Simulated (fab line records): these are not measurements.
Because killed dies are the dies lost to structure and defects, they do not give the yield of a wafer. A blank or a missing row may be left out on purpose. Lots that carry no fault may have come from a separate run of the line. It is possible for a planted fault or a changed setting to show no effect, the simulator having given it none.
A lot that was struck, set against a sound lot ; flow sfqLine ; 42 steps out of a route of 325
Sound: these wafers, L526.1, L526.2, L526.6. Wafers L538.4, L538.5 were the ones struck. The cause comes at the end.
Each step with rows lists, per side, the tool, then ch with its chambers, then its first start. Under that, the readings that differ: sound wafers ; struck wafers ; difference of the means ; sigmas: that difference in standard deviations of wafers without a fault.
alike: same words and numbers on both sides, and readings whose means sit less than 2 such deviations apart. not compared: any withheld reading, any reading some wafer has no value for, any bound like >300 that may hide the same value, and any number with overlapping values for which the record gives no deviation.
The two part at a step that has a row with sigmas, a row that says differs or no value, or rows on one side only. Numbers that have no deviation but don't overlap get no sigmas and don't part them. A reading that every wafer of one side lacks parts them only if that side has two wafers or more.

first, 4 steps without rows for these wafers: SFQ_TRILAYER_M3_BARC_OPEN_METAL_ETCH_100 (etches BARC in O2, target depth 125 nm, time 41.7 s); SFQ_TRILAYER_M3_ETCH_METAL_ETCH_078 (etches Nb in Cl2/Ar, stops on SiO2, target depth 240 nm, time 120 s); SFQ_TRILAYER_M3_STRIP_STRIP_079 (strips in O2); SFQ_TRILAYER_M3_STRIP_SOLV_CLEAN_080 (cleans in NMP, time 600 s).
SFQ_TRILAYER_I3_DEP_PECVD_081: deposits SiO2 from SiH4/N2O, time 111.11 s, target thk 500 nm.
  sound on pecvd-04 ch 0,2, day 29 21:35; struck on pecvd-01 ch 0,1, day 44 09:17
  alike: chamberPressureTorr, heaterPowerW, rfFwdPowerW, throttleValvePct
then, 1 step without rows for these wafers: SFQ_TRILAYER_I3_CMP_CMP_082 (polishes SiO2).
SFQ_I3_BOW_MEAS_922:
  sound on filmMetro-01 at day 30 02:29; struck on filmMetro-04 at day 44 17:04
  alike: I3_BOW
SFQ_TRILAYER_I3_METRO_MEASURE_083:
  sound on filmMetro-01 at day 30 02:37; struck on filmMetro-04 at day 44 17:43
  alike: thkNm
then, 4 steps without rows for these wafers: SFQ_TRILAYER_I3_VIA_LITHO_COAT_090 (resist thk 62 nm); SFQ_TRILAYER_I3_VIA_LITHO_COAT_085 (resist thk 650 nm); SFQ_TRILAYER_I3_VIA_LITHO_SOFTBAKE_089; SFQ_TRILAYER_I3_VIA_LITHO_EXPOSE_086 (exposes mask I3, target cd 500 nm).
SFQ_TRILAYER_I3_VIA_LITHO_PEB_088: peb time 60 s.
  sound on lithoTrack-04 ch 0, day 36 15:57; struck on lithoTrack-02 ch 0, day 44 20:21
  alike: heaterPowerTotalW
then, 1 step without rows for these wafers: SFQ_TRILAYER_I3_VIA_LITHO_DEVELOP_087 (time 60 s).
SFQ_I3_OVL_MEAS_923:
  sound on overlay-01 at day 36 16:15; struck on overlay-01 at day 44 20:35
  alike: I3_OVL
SFQ_TRILAYER_I3_VIA_BARC_OPEN_VIA_ETCH_121: etches BARC in O2, target depth 125 nm, time 41.7 s.
  sound on rieDiel-04 ch 0,2,3, day 36 16:17; struck on rieDiel-04 ch 0,1, day 44 20:37
reading;sound;struck;difference;sigmas
model.I3.cdNm (nm);501.7 501.2 502;532.6 532.4;+30.9;
  alike: drypumpMotorCurrentA, oesProductAu, rfFwdPowerW
  not compared: rfHoursCounterH
SFQ_TRILAYER_I3_VIA_ETCH_VIA_ETCH_088: etches SiO2 in CHF3, stops on Nb, target depth 260 nm.
  sound on rieDiel-04 ch 0,2,3, day 36 16:19; struck on rieDiel-04 ch 0,1, day 44 20:39
reading;sound;struck;difference;sigmas
model.I3.cdNm (nm);500.7 499.8 500.5;532 532.1;+32;
  alike: drypumpMotorCurrentA, oesProductAu, rfFwdPowerW
then, 3 steps without rows for these wafers: SFQ_TRILAYER_I3_VIA_STRIP_STRIP_089 (strips in O2); SFQ_TRILAYER_I3_VIA_STRIP_SOLV_CLEAN_090 (cleans in NMP, time 600 s); SFQ_TRILAYER_M4_DEP_PRE_CLEAN_092 (time 22.5 s).
SFQ_TRILAYER_M4_DEP_SPUTTER_091: material Nb, target thk 200 nm, time 133.3 s.
  sound on pvdSputter-04 at day 36 17:14; struck on pvdSputter-04 at day 44 21:34
  alike: throttleValvePct
SFQ_M4_RS_MEAS_924: measures by four-point-probe.
  sound on filmMetro-02 at day 36 17:20; struck on filmMetro-04 at day 44 21:43
  alike: M4_NB_RS
then, 6 steps without rows for these wafers: SFQ_TRILAYER_M4_LITHO_COAT_098 (resist thk 62 nm); SFQ_TRILAYER_M4_LITHO_COAT_093 (resist thk 600 nm); SFQ_TRILAYER_M4_LITHO_SOFTBAKE_097; SFQ_TRILAYER_M4_LITHO_EXPOSE_094 (exposes mask M4, target cd 500 nm); SFQ_TRILAYER_M4_LITHO_PEB_096 (peb time 60 s); SFQ_TRILAYER_M4_LITHO_DEVELOP_095 (time 60 s).
-- the record jumps here: 5 days lie between the struck wafers' starts before and after --
SFQ_M4_OVL_MEAS_926:
  sound on overlay-02 at day 36 20:58; struck on overlay-01 at day 49 16:09
  alike: M4_OVL
then, 2 steps without rows for these wafers: SFQ_TRILAYER_M4_BARC_OPEN_METAL_ETCH_123 (etches BARC in O2, target depth 125 nm, time 41.7 s); SFQ_TRILAYER_M4_ETCH_METAL_ETCH_096 (etches Nb in Cl2/Ar, stops on SiO2, target depth 240 nm, time 120 s).
SFQ_TRILAYER_M4_STRIP_STRIP_097: strips in O2.
  sound on rieMetal-04 ch 0,1, day 36 21:11; struck on rieMetal-01 ch 0,1, day 49 16:33
reading;sound;struck;difference;sigmas
oesProductAu (a.u.);1.019 1.014 1.009;0.977 0.996;-0.028;-3
  alike: drypumpMotorCurrentA
  not compared: rfHoursCounterH
then, 1 step without rows for these wafers: SFQ_TRILAYER_M4_STRIP_SOLV_CLEAN_098 (cleans in NMP, time 600 s).
SFQ_TRILAYER_I4_DEP_PECVD_099: deposits SiO2 from SiH4/N2O, time 111.11 s, target thk 500 nm.
  sound on pecvd-01 ch 0,1,2, day 36 21:58; struck on pecvd-04 ch 1,2, day 49 17:10
reading;sound;struck;difference;sigmas
chamberPressureTorr (Torr);2.397 2.400 2.394;2.411 2.406;+0.012;+2
  alike: heaterPowerW, rfFwdPowerW, throttleValvePct
then, 1 step without rows for these wafers: SFQ_TRILAYER_I4_CMP_CMP_100 (polishes SiO2).
SFQ_I4_BOW_MEAS_927:
  sound on filmMetro-01 at day 37 14:34; struck on filmMetro-02 at day 49 20:16
  alike: I4_BOW
then, 5 steps without rows for these wafers: SFQ_TRILAYER_I4_METRO_MEASURE_101; SFQ_TRILAYER_I4_VIA_LITHO_COAT_108 (resist thk 62 nm); SFQ_TRILAYER_I4_VIA_LITHO_COAT_103 (resist thk 650 nm); SFQ_TRILAYER_I4_VIA_LITHO_SOFTBAKE_107; SFQ_TRILAYER_I4_VIA_LITHO_EXPOSE_104 (exposes mask I4, target cd 700 nm).
-- the record jumps here: 20 days lie between the struck wafers' starts before and after --
SFQ_TRILAYER_I7_METRO_MEASURE_185:
  sound on filmMetro-04 at day 63 11:49; struck on filmMetro-02 at day 69 15:56
  alike: thkNm

## WHERE THEY PART
Last at SFQ_TRILAYER_I4_DEP_PECVD_099 as far as this record goes, first at SFQ_TRILAYER_M4_STRIP_STRIP_097. Later steps at which nothing parts them and some readings are alike: SFQ_I4_BOW_MEAS_927, SFQ_TRILAYER_I7_METRO_MEASURE_185.

WHY: what the simulator had put in
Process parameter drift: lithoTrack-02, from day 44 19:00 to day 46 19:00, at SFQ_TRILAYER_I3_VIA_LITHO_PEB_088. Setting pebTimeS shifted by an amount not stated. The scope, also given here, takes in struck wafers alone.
